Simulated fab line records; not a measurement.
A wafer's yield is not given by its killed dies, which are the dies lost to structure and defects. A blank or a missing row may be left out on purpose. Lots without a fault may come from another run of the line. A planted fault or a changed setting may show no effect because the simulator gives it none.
fab line records	flow sky130
record: lots: 24	wafers: 72	last_day: 50
route steps=708 shown METAL1@435 VIA1@473 METAL2@483
lots with no fault: from the same line, run without faults
start_h: hours from the record's first day to the start of the lot's first wafer shown	wait_h: time in hours since the lot's previous step	" same as the row above	L1.1+2: several wafers, shown together as one row	- no value, or no start was given	* or withheld: withheld	< > ~ a bound
route shown NAME@n: names a module that has steps shown in the file, with the first one's number in the route	usual: the fault-free wafers' mean and standard deviation	same: alike in all rows	chamber/n: place in a boat	sites: the reading at each site	_std_site: the standard deviation of these	_edge_site: the outer-site mean with the inner-site mean subtracted	radius_mm: for every site, how far away it sits from the centre of the wafer	mask NAME#n: copy n	behind: the most recent tool/chamber to have shaped the wafer	hold: cause of the lot's hold/its duration in hours/its outcome	device: the n, p or np transistor that did not switch	end of line: tests of these same wafers at the route's end	a step with no rows: only its recipe	killed: at the first sort, the dies lost to defects and structure; wafer yield is something else	map: per-die view of a wafer (x killed, . not killed, _ where there is no die)
set.NAME: the setting as run; set.NAME@STEP: as run at that earlier step	model.NAME: the simulator's own value behind a step, which no gauge read
steps of the route over a sample of lots; a table a step, a row a wafer
services: from which hour (start_h, from the record's first day; less than 0 if before it) a tool's chamber was out of use, for how many hours, and why
== steps ==
step: SKY_METAL1_SPUTTER_01
recipe: material: TiN	target_thk_nm: 20	power_w: 6500	time_s: 16.7	chamber_pressure_pa: 0.4
usual: throttle_valve_pct: 30.3/1
lot.wafer	tool	chamber	start_h	wait_h	throttle_valve_pct
L074.2	pvd_sputter-03	-	734.52	0.0	30.4
L074.5	"	-	"	"	30.6
L074.6	"	-	"	"	30.1
L075.2	pvd_sputter-01	-	743.07	0.0	28.7
L075.3	"	-	"	"	31.4
L075.6	"	-	"	"	28.7
L076.1	pvd_sputter-01	-	774.92	0.0	28.8
L076.3	"	-	"	"	29.1
L076.6	"	-	"	"	31.3
L077.2	pvd_sputter-01	-	779.09	0.0	30.0
L077.4	"	-	"	"	28.9
L077.5	"	-	"	"	30.9
L079.1	pvd_sputter-02	-	779.76	0.0	31.0
L079.2	"	-	"	"	29.4
L079.4	"	-	"	"	30.6
L080.1	pvd_sputter-01	-	780.99	0.0	29.2
L080.2	"	-	"	"	31.3
L080.5	"	-	"	"	31.4
L078.1	pvd_sputter-02	-	781.78	0.0	29.4
L078.2	"	-	"	"	31.3
L078.4	"	-	"	"	31.6
L081.1	pvd_sputter-02	-	785.40	0.0	30.4
L081.3	"	-	"	"	31.0
L081.4	"	-	"	"	31.8
L082.1	pvd_sputter-01	-	796.94	0.0	28.8
L082.5	"	-	"	"	28.7
L082.6	"	-	"	"	29.9
L083.2	pvd_sputter-01	-	807.26	0.0	28.7
L083.5	"	-	"	"	31.2
L083.6	"	-	"	"	28.8
L085.4	pvd_sputter-01	-	819.17	0.0	31.1
L085.5	"	-	"	"	28.6
L085.6	"	-	"	"	29.9
L084.1	pvd_sputter-02	-	820.05	0.0	31.7
L084.4	"	-	"	"	29.7
L084.5	"	-	"	"	30.7
L086.1	pvd_sputter-02	-	831.83	0.0	31.7
L086.3	"	-	"	"	30.5
L086.4	"	-	"	"	29.6
L089.2	pvd_sputter-03	-	862.85	0.0	29.7
L089.3	"	-	"	"	30.5
L089.4	"	-	"	"	30.4
L087.1	pvd_sputter-01	-	863.77	0.0	28.6
L087.3	"	-	"	"	29.1
L087.4	"	-	"	"	31.4
L088.3	pvd_sputter-03	-	864.07	0.0	30.3
L088.4	"	-	"	"	30.2
L088.5	"	-	"	"	30.7
L090.2	pvd_sputter-02	-	866.90	0.0	29.5
L090.3	"	-	"	"	31.7
L090.4	"	-	"	"	30.7
L091.4	pvd_sputter-01	-	869.96	0.0	31.2
L091.5	"	-	"	"	29.2
L091.6	"	-	"	"	31.2
L092.3	pvd_sputter-02	-	873.80	0.0	30.6
L092.4	"	-	"	"	30.9
L092.6	"	-	"	"	30.5
L093.3	pvd_sputter-03	-	876.56	0.0	30.5
L093.4	"	-	"	"	29.8
L093.5	"	-	"	"	29.9
L094.2	pvd_sputter-01	-	886.68	0.0	30.9
L094.3	"	-	"	"	28.9
L094.6	"	-	"	"	29.1
L095.2	pvd_sputter-03	-	895.31	0.0	30.5
L095.3	"	-	"	"	29.9
L095.6	"	-	"	"	30.3
L096.4	pvd_sputter-03	-	898.95	0.0	30.4
L096.5	"	-	"	"	30.3
L096.6	"	-	"	"	32.0
L097.1	pvd_sputter-01	-	905.18	0.0	31.4
L097.3	"	-	"	"	28.6
L097.4	"	-	"	"	30.2
step: SKY_METAL1_CD_MEAS_15
recipe: target_cd_nm: 140
usual: cd_nm: 139.9/1.3
lot.wafer	tool	chamber	start_h	wait_h	cd_nm
L074.2	cd_sem-02	-	762.24	-	141.7
L074.5	"	-	"	"	140.4
L074.6	"	-	"	"	141.3
L075.2	cd_sem-02	-	769.94	-	140.2
L075.3	"	-	"	"	139.2
L075.6	"	-	"	"	139.9
L076.1	cd_sem-01	-	802.17	-	138.8
L076.3	"	-	"	"	139.4
L076.6	"	-	"	"	139.6
L077.2	cd_sem-02	-	805.51	-	138.9
L077.4	"	-	"	"	138.6
L077.5	"	-	"	"	140.2
L079.1	cd_sem-01	-	807.81	-	139.8
L079.2	"	-	"	"	140.4
L079.4	"	-	"	"	139.2
L080.1	cd_sem-02	-	808.89	-	140.1
L080.2	"	-	"	"	138.9
L080.5	"	-	"	"	138.5
L078.1	cd_sem-01	-	808.92	-	139.9
L078.2	"	-	"	"	139.7
L078.4	"	-	"	"	141.2
L081.1	cd_sem-02	-	813.02	-	137.9
L081.3	"	-	"	"	139.6
L081.4	"	-	"	"	138.4
L082.1	cd_sem-02	-	824.65	-	141.8
L082.5	"	-	"	"	140.2
L082.6	"	-	"	"	139.5
L083.2	cd_sem-02	-	833.69	-	140.3
L083.5	"	-	"	"	140.2
L083.6	"	-	"	"	141.7
L085.4	cd_sem-02	-	845.80	-	141.3
L085.5	"	-	"	"	142.6
L085.6	"	-	"	"	142.3
L084.1	cd_sem-02	-	846.61	-	138.5
L084.4	"	-	"	"	139.3
L084.5	"	-	"	"	140.0
L086.1	cd_sem-01	-	858.16	-	138.9
L086.3	"	-	"	"	138.0
L086.4	"	-	"	"	139.0
L089.2	cd_sem-01	-	888.94	-	141.0
L089.3	"	-	"	"	140.3
L089.4	"	-	"	"	138.8
L087.1	cd_sem-02	-	890.07	-	140.3
L087.3	"	-	"	"	139.9
L087.4	"	-	"	"	139.8
L088.3	cd_sem-01	-	890.53	-	137.6
L088.4	"	-	"	"	139.0
L088.5	"	-	"	"	139.6
L090.2	cd_sem-02	-	893.06	-	140.0
L090.3	"	-	"	"	138.0
L090.4	"	-	"	"	140.0
L091.4	cd_sem-02	-	896.08	-	141.4
L091.5	"	-	"	"	141.0
L091.6	"	-	"	"	140.5
L092.3	cd_sem-01	-	899.45	-	137.2
L092.4	"	-	"	"	136.4
L092.6	"	-	"	"	138.0
L093.3	cd_sem-01	-	901.88	-	140.5
L093.4	"	-	"	"	140.9
L093.5	"	-	"	"	141.4
L094.2	cd_sem-01	-	911.73	-	141.4
L094.3	"	-	"	"	141.2
L094.6	"	-	"	"	141.1
L095.2	cd_sem-02	-	920.39	-	141.9
L095.3	"	-	"	"	141.9
L095.6	"	-	"	"	141.0
L096.4	cd_sem-01	-	923.82	-	140.0
L096.5	"	-	"	"	138.7
L096.6	"	-	"	"	140.1
L097.1	cd_sem-01	-	928.22	-	138.4
L097.3	"	-	"	"	138.4
L097.4	"	-	"	"	138.7
step: SKY_VIA1_ETCH_15
recipe: target: SiO2	chemistry: C4F8/O2/Ar	target_depth_nm: 351	stop_on: TiN	mask_material: KrF-thick	source_w: 1500	bias_w: 1200	pressure_mtorr: 40	c4f8_flow_sccm: withheld	O2_flow_sccm: 6	Ar_flow_sccm: 300	time_s: 54
usual: oes_product_au: 0.982/0.0057
lot.wafer	tool	chamber	start_h	wait_h	oes_product_au	rf_hours_counter_h
L074.2	rie_diel-01	3	790.36	0.0	0.975	34
L074.5	"	1	"	"	0.981	-
L074.6	"	2	"	"	0.976	-
L075.2	rie_diel-04	2	798.09	0.0	0.974	27
L075.3	"	0	"	"	0.984	15
L075.6	"	1	"	"	0.979	-
L076.1	rie_diel-02	0	830.70	0.0	0.977	9
L076.3	"	3	"	"	0.983	9
L076.6	"	2	"	"	0.980	-
L077.2	rie_diel-01	0	833.50	0.0	0.981	13
L077.4	"	0	"	"	0.982	-
L077.5	"	2	"	"	0.986	-
L079.1	rie_diel-04	3	835.68	0.0	0.984	9
L079.2	"	1	"	"	0.980	19
L079.4	"	3	"	"	0.978	-
L078.1	rie_diel-02	1	836.03	0.0	0.970	16
L078.2	"	2	"	"	0.978	19
L078.4	"	0	"	"	0.975	9
L080.1	rie_diel-01	1	837.29	0.0	0.980	15
L080.2	"	0	"	"	0.988	13
L080.5	"	2	"	"	0.974	-
L081.1	rie_diel-02	0	841.64	0.0	0.987	9
L081.3	"	2	"	"	0.979	19
L081.4	"	1	"	"	0.987	16
L082.1	rie_diel-04	1	853.00	0.0	0.993	19
L082.5	"	3	"	"	0.981	-
L082.6	"	0	"	"	0.985	-
L083.2	rie_diel-02	1	861.26	0.0	0.979	16
L083.5	"	3	"	"	0.989	-
L083.6	"	0	"	"	0.989	-
L085.4	rie_diel-01	3	872.74	0.0	0.986	1
L085.5	"	1	"	"	0.981	-
L085.6	"	0	"	"	0.989	-
L084.1	rie_diel-04	2	874.00	0.0	0.987	1
L084.4	"	1	"	"	0.987	20
L084.5	"	2	"	"	0.978	-
L086.1	rie_diel-02	2	886.55	0.0	0.961	20
L086.3	"	3	"	"	0.976	11
L086.4	"	1	"	"	0.976	-
L089.2	rie_diel-02	1	915.90	0.0	0.979	19
L089.3	"	3	"	"	0.994	12
L089.4	"	0	"	"	0.986	12
L087.1	rie_diel-01	1	916.85	0.0	0.982	18
L087.3	"	2	"	"	0.974	0
L087.4	"	3	"	"	0.968	3
L088.3	rie_diel-02	3	917.29	0.0	0.992	12
L088.4	"	2	"	"	0.984	21
L088.5	"	3	"	"	0.986	-
L090.2	rie_diel-01	2	919.91	0.0	0.984	0
L090.3	"	3	"	"	0.974	3
L090.4	"	0	"	"	0.988	16
L091.4	rie_diel-04	0	921.96	0.0	0.981	-
L091.5	"	2	"	"	0.977	-
L091.6	"	3	"	"	0.983	-
L092.3	rie_diel-01	3	924.96	0.0	0.983	3
L092.4	"	2	"	"	0.987	0
L092.6	"	1	"	"	0.980	-
L093.3	rie_diel-01	1	926.49	0.0	0.988	18
L093.4	"	0	"	"	0.983	16
L093.5	"	1	"	"	0.983	-
L094.2	rie_diel-04	1	941.79	0.0	0.984	0
L094.3	"	2	"	"	0.983	2
L094.6	"	2	"	"	0.988	-
L095.2	rie_diel-04	0	946.64	0.0	0.963	18
L095.3	"	1	"	"	0.969	0
L095.6	"	2	"	"	0.983	-
L096.4	rie_diel-04	2	949.81	0.0	0.986	3
L096.5	"	3	"	"	0.985	-
L096.6	"	2	"	"	0.998	-
L097.1	rie_diel-04	1	953.59	0.0	0.983	1
L097.3	"	2	"	"	0.979	3
L097.4	"	3	"	"	0.985	12
step: SKY_VIA1_CVD_21
recipe: material: W	target_thk_nm: 270	time_s: 80.902	temp_c: 400	pressure_torr: 40
usual: chamber_pressure_Torr: 40.01/0.09	heater_power_w: 856/46
lot.wafer	tool	chamber	start_h	wait_h	chamber_pressure_Torr	heater_power_w	since_wet_clean_h
L074.2	cvd_w-02	0	791.49	0.0	40.20	884	388
L074.5	"	1	"	"	40.00	859	-
L074.6	"	0	"	"	40.09	874	-
L075.2	cvd_w-02	0	798.79	0.0	39.90	898	395
L075.3	"	0	"	"	40.02	901	-
L075.6	"	0	"	"	39.98	886	-
L076.1	cvd_w-02	0	831.43	0.0	39.97	886	427
L076.3	"	0	"	"	39.97	899	-
L076.6	"	1	"	"	40.01	859	-
L077.2	cvd_w-01	0	834.20	0.0	39.97	894	930
L077.4	"	0	"	"	39.95	887	-
L077.5	"	0	"	"	40.07	918	-
L079.1	cvd_w-02	0	836.39	0.0	40.02	905	432
L079.2	"	1	"	"	40.00	869	432
L079.4	"	1	"	"	40.18	851	-
L078.1	cvd_w-01	0	836.78	0.0	40.02	907	933
L078.2	"	1	"	"	40.08	827	933
L078.4	"	0	"	"	39.93	892	-
L080.1	cvd_w-02	1	838.08	0.0	39.83	857	434
L080.2	"	0	"	"	40.05	887	434
L080.5	"	0	"	"	40.06	910	-
L081.1	cvd_w-02	1	842.69	0.0	40.13	870	439
L081.3	"	1	"	"	40.18	857	-
L081.4	"	0	"	"	39.94	863	-
L082.1	cvd_w-01	0	853.70	0.0	39.82	899	950
L082.5	"	0	"	"	39.82	905	-
L082.6	"	1	"	"	40.06	824	-
L083.2	cvd_w-01	1	861.96	0.0	40.03	846	958
L083.5	"	0	"	"	39.83	906	-
L083.6	"	1	"	"	39.99	835	-
L085.4	cvd_w-01	1	873.58	0.1	39.87	845	-
L085.5	"	1	"	"	40.05	836	-
L085.6	"	0	"	"	39.96	920	-
L084.1	cvd_w-02	1	874.81	0.0	40.03	836	471
L084.4	"	1	"	"	39.94	867	-
L084.5	"	0	"	"	39.95	882	-
L086.1	cvd_w-01	1	887.29	0.0	40.09	831	983
L086.3	"	1	"	"	39.98	847	-
L086.4	"	0	"	"	39.99	919	-
L089.2	cvd_w-02	0	916.67	0.0	40.01	882	513
L089.3	"	0	"	"	39.91	897	-
L089.4	"	1	"	"	39.93	878	-
L087.1	cvd_w-02	0	917.61	0.0	39.83	896	514
L087.3	"	0	"	"	39.84	898	-
L087.4	"	1	"	"	40.12	868	-
L088.3	cvd_w-01	1	918.09	0.1	39.96	830	-
L088.4	"	0	"	"	40.04	761	-
L088.5	"	0	"	"	39.97	789	-
L090.2	cvd_w-02	0	920.62	0.0	39.98	898	517
L090.3	"	0	"	"	40.05	892	-
L090.4	"	1	"	"	40.04	880	-
L091.4	cvd_w-01	1	922.67	0.1	40.12	795	-
L091.5	"	1	"	"	40.12	794	-
L091.6	"	0	"	"	39.96	766	-
L092.3	cvd_w-01	0	925.69	0.1	39.95	777	-
L092.4	"	1	"	"	40.14	806	-
L092.6	"	1	"	"	40.16	770	-
L093.3	cvd_w-01	1	927.29	0.1	40.05	826	-
L093.4	"	0	"	"	40.01	780	-
L093.5	"	1	"	"	39.92	803	-
L094.2	cvd_w-01	0	942.58	0.0	40.00	781	25
L094.3	"	0	"	"	39.99	779	-
L094.6	"	0	"	"	40.00	772	-
L095.2	cvd_w-01	1	947.34	0.0	40.02	793	29
L095.3	"	0	"	"	40.06	798	-
L095.6	"	1	"	"	40.07	799	-
L096.4	cvd_w-02	0	950.94	0.1	40.17	904	-
L096.5	"	0	"	"	40.06	883	-
L096.6	"	1	"	"	39.91	883	-
L097.1	cvd_w-02	1	954.29	0.0	39.96	868	550
L097.3	"	1	"	"	40.04	886	-
L097.4	"	0	"	"	40.11	908	-
step: SKY_VIA1_THK_MEAS_23
recipe: thk_meas_gauge: xrf	reads: W_of_VIA1_CVD_21
usual: VIA1_W_THK: 274/3.5
lot.wafer	tool	chamber	start_h	wait_h	VIA1_W_THK[nm]
L074.2	film_metro-02	-	791.71	0.1	279
L074.5	"	-	"	"	279
L074.6	"	-	"	"	281
L075.2	film_metro-03	-	799.01	0.1	270
L075.3	"	-	"	"	270
L075.6	"	-	"	"	275
L076.1	film_metro-02	-	831.64	0.1	274
L076.3	"	-	"	"	272
L076.6	"	-	"	"	271
L077.2	film_metro-02	-	834.42	0.1	275
L077.4	"	-	"	"	276
L077.5	"	-	"	"	276
L079.1	film_metro-03	-	836.60	0.1	274
L079.2	"	-	"	"	273
L079.4	"	-	"	"	275
L078.1	film_metro-03	-	836.99	0.1	267
L078.2	"	-	"	"	269
L078.4	"	-	"	"	272
L080.1	film_metro-01	-	838.29	0.1	264
L080.2	"	-	"	"	263
L080.5	"	-	"	"	271
L081.1	film_metro-03	-	842.90	0.1	276
L081.3	"	-	"	"	271
L081.4	"	-	"	"	272
L082.1	film_metro-01	-	853.92	0.1	271
L082.5	"	-	"	"	275
L082.6	"	-	"	"	270
L083.2	film_metro-03	-	862.18	0.1	271
L083.5	"	-	"	"	276
L083.6	"	-	"	"	270
L085.4	film_metro-03	-	873.79	0.1	270
L085.5	"	-	"	"	274
L085.6	"	-	"	"	273
L084.1	film_metro-03	-	875.02	0.1	275
L084.4	"	-	"	"	277
L084.5	"	-	"	"	278
L086.1	film_metro-02	-	887.51	0.1	273
L086.3	"	-	"	"	274
L086.4	"	-	"	"	282
L089.2	film_metro-03	-	916.89	0.1	272
L089.3	"	-	"	"	273
L089.4	"	-	"	"	276
L087.1	film_metro-01	-	917.83	0.1	273
L087.3	"	-	"	"	277
L087.4	"	-	"	"	276
L088.3	film_metro-03	-	918.29	0.1	272
L088.4	"	-	"	"	277
L088.5	"	-	"	"	275
L090.2	film_metro-02	-	920.84	0.1	280
L090.3	"	-	"	"	276
L090.4	"	-	"	"	281
L091.4	film_metro-03	-	922.88	0.1	273
L091.5	"	-	"	"	274
L091.6	"	-	"	"	276
L092.3	film_metro-01	-	925.89	0.1	273
L092.4	"	-	"	"	272
L092.6	"	-	"	"	270
L093.3	film_metro-02	-	927.49	0.1	273
L093.4	"	-	"	"	276
L093.5	"	-	"	"	272
L094.2	film_metro-02	-	942.80	0.1	277
L094.3	"	-	"	"	278
L094.6	"	-	"	"	275
L095.2	film_metro-02	-	947.56	0.1	275
L095.3	"	-	"	"	278
L095.6	"	-	"	"	275
L096.4	film_metro-01	-	951.15	0.1	274
L096.5	"	-	"	"	274
L096.6	"	-	"	"	273
L097.1	film_metro-01	-	954.50	0.1	278
L097.3	"	-	"	"	275
L097.4	"	-	"	"	276
step: SKY_METAL2_SPUTTER_00
recipe: material: Ti	target_thk_nm: 15	power_w: 3000	time_s: 10	chamber_pressure_pa: 0.4
usual: throttle_valve_pct: 30.2/0.99
lot.wafer	tool	chamber	start_h	wait_h	throttle_valve_pct
L074.2	pvd_sputter-04	-	792.06	0.1	29.7
L074.5	"	-	"	"	29.2
L074.6	"	-	"	"	29.1
L075.2	pvd_sputter-02	-	799.36	0.2	30.5
L075.3	"	-	"	"	31.8
L075.6	"	-	"	"	31.0
L076.1	pvd_sputter-04	-	832.00	0.1	29.0
L076.3	"	-	"	"	29.2
L076.6	"	-	"	"	29.1
L077.2	pvd_sputter-01	-	834.77	0.2	31.0
L077.4	"	-	"	"	28.9
L077.5	"	-	"	"	29.6
L079.1	pvd_sputter-02	-	836.96	0.2	30.8
L079.2	"	-	"	"	31.2
L079.4	"	-	"	"	31.6
L078.1	pvd_sputter-01	-	837.35	0.1	29.0
L078.2	"	-	"	"	29.8
L078.4	"	-	"	"	31.4
L080.1	pvd_sputter-02	-	838.65	0.2	29.6
L080.2	"	-	"	"	31.2
L080.5	"	-	"	"	31.8
L081.1	pvd_sputter-01	-	843.26	0.2	29.0
L081.3	"	-	"	"	31.5
L081.4	"	-	"	"	29.3
L082.1	pvd_sputter-01	-	858.07	0.2	29.9
L082.5	"	-	"	"	29.1
L082.6	"	-	"	"	31.2
L083.2	pvd_sputter-02	-	862.53	0.2	31.1
L083.5	"	-	"	"	30.6
L083.6	"	-	"	"	31.4
L085.4	pvd_sputter-04	-	874.12	0.2	30.2
L085.5	"	-	"	"	30.0
L085.6	"	-	"	"	29.8
L084.1	pvd_sputter-02	-	875.38	0.1	30.8
L084.4	"	-	"	"	31.7
L084.5	"	-	"	"	29.7
L086.1	pvd_sputter-01	-	887.87	0.1	31.4
L086.3	"	-	"	"	30.1
L086.4	"	-	"	"	28.7
L089.2	pvd_sputter-02	-	918.98	0.1	29.5
L089.3	"	-	"	"	31.8
L089.4	"	-	"	"	29.5
L087.1	pvd_sputter-04	-	919.58	0.2	28.9
L087.3	"	-	"	"	30.1
L087.4	"	-	"	"	29.3
L088.3	pvd_sputter-02	-	919.88	0.2	29.8
L088.4	"	-	"	"	31.8
L088.5	"	-	"	"	31.3
L090.2	pvd_sputter-02	-	921.19	0.2	29.8
L090.3	"	-	"	"	31.0
L090.4	"	-	"	"	29.6
L091.4	pvd_sputter-02	-	923.21	0.1	31.4
L091.5	"	-	"	"	29.7
L091.6	"	-	"	"	31.7
L092.3	pvd_sputter-02	-	926.25	0.1	30.7
L092.4	"	-	"	"	31.2
L092.6	"	-	"	"	30.5
L093.3	pvd_sputter-04	-	927.83	0.1	29.1
L093.4	"	-	"	"	29.8
L093.5	"	-	"	"	29.0
L094.2	pvd_sputter-01	-	943.15	0.2	28.6
L094.3	"	-	"	"	29.1
L094.6	"	-	"	"	30.9
L095.2	pvd_sputter-04	-	947.91	0.1	29.1
L095.3	"	-	"	"	29.4
L095.6	"	-	"	"	30.1
L096.4	pvd_sputter-01	-	951.67	0.2	29.0
L096.5	"	-	"	"	29.2
L096.6	"	-	"	"	30.1
L097.1	pvd_sputter-04	-	954.86	0.2	30.3
L097.3	"	-	"	"	29.7
L097.4	"	-	"	"	29.4
== services ==
tool	chamber	start_h	hours	kind
pvd_sputter-01	-	718.13	2.9	repair
rie_diel-01	2	718.29	31.3	repair
pvd_sputter-02	-	720.74	1.2	repair
rie_diel-02	-	721.08	2.8	pm
rie_diel-04	2	724.15	22.0	repair
rie_diel-02	3	769.98	4.3	repair
rie_diel-01	0	777.66	12.4	repair
pvd_sputter-02	-	781.98	1.3	repair
rie_diel-04	3	805.82	22.8	repair
rie_diel-04	0	810.61	20.6	repair
rie_diel-04	-	829.56	4.3	pm
rie_diel-04	2	851.18	3.6	repair
rie_diel-01	0	855.01	3.0	repair
rie_diel-02	0	881.31	9.3	repair
cvd_w-01	-	904.00	14.0	pm
pvd_sputter-04	-	905.74	6.3	repair
pvd_sputter-02	-	905.93	6.7	repair
pvd_sputter-02	-	907.84	5.2	repair
pvd_sputter-02	-	914.69	4.2	repair
rie_diel-04	1	916.11	4.3	repair
rie_diel-04	-	924.05	3.3	repair
rie_diel-01	0	937.64	1.4	repair
pvd_sputter-01	-	946.54	2.2	repair
cvd_w-02	-	951.08	2.8	pm
== key ==
fault none
